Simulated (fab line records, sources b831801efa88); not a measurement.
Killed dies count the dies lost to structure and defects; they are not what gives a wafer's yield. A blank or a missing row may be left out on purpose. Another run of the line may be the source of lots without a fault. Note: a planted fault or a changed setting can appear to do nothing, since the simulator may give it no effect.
The tool behind it: which one? ; flow sky130 ; 11 lots, 33 wafers sampled, at 1 step of a route of 708

== WHAT THE GAUGES SHOWED, per wafer ==
SKY_CONTACT_CD_MEAS_14: the cd target is 170 nm.
lot;measured;on;cd nm (nm)
L301;day 32 21:49;cd sem-01;166.3 167.8 167.9
L302;day 32 23:32;cd sem-01;168.8 170.0 169.1
L303;day 33 10:33;cd sem-01;170.4 170.0 169.6
L304;day 33 23:22;cd sem-01;167.5 168.1 168.4
L305;day 34 10:17;cd sem-01;170.6 170.5 170.7
L306;day 34 12:03;cd sem-01;169.7 169.1 169.9
L310;day 35 15:43;cd sem-02;171.2 171.3 171.4
L313;day 36 22:17;cd sem-02;170.4 170.5 168.5
L316;day 37 08:50;cd sem-01;169.5 169.7 169.5
L317;day 37 19:55;cd sem-02;170.8 170.7 169.6
L320;day 39 02:53;cd sem-02;170.0 169.4 169.4

== WHAT TOOL EACH LOT RAN ON (gives the tool, then ch and the chambers of the sampled wafers, and finally the start) ==
Before these readings, the record contains no process step.

== THE ANSWER, worked out from the rows above alone ==
Rule: the usual values come from the lots themselves. Put in order of their means at a reading, lots are off if they are a third of the lots or fewer, leave a main group of 4 or more, and stand apart from it by a gap of 3 or more times the standard deviation of the main group's means; of several such gaps the widest counts. The tables above print the reading to a certain number of digits; a main group whose means all agree to those digits is not used. Also off: a lot with no number at a reading for which 4 or more lots have one. Where the step has rows for the other lots, those lots are counted as sound.
Nothing can be told from this: no lot is off at any reading shown.

== WHAT THE SIMULATOR HAD PUT IN ==
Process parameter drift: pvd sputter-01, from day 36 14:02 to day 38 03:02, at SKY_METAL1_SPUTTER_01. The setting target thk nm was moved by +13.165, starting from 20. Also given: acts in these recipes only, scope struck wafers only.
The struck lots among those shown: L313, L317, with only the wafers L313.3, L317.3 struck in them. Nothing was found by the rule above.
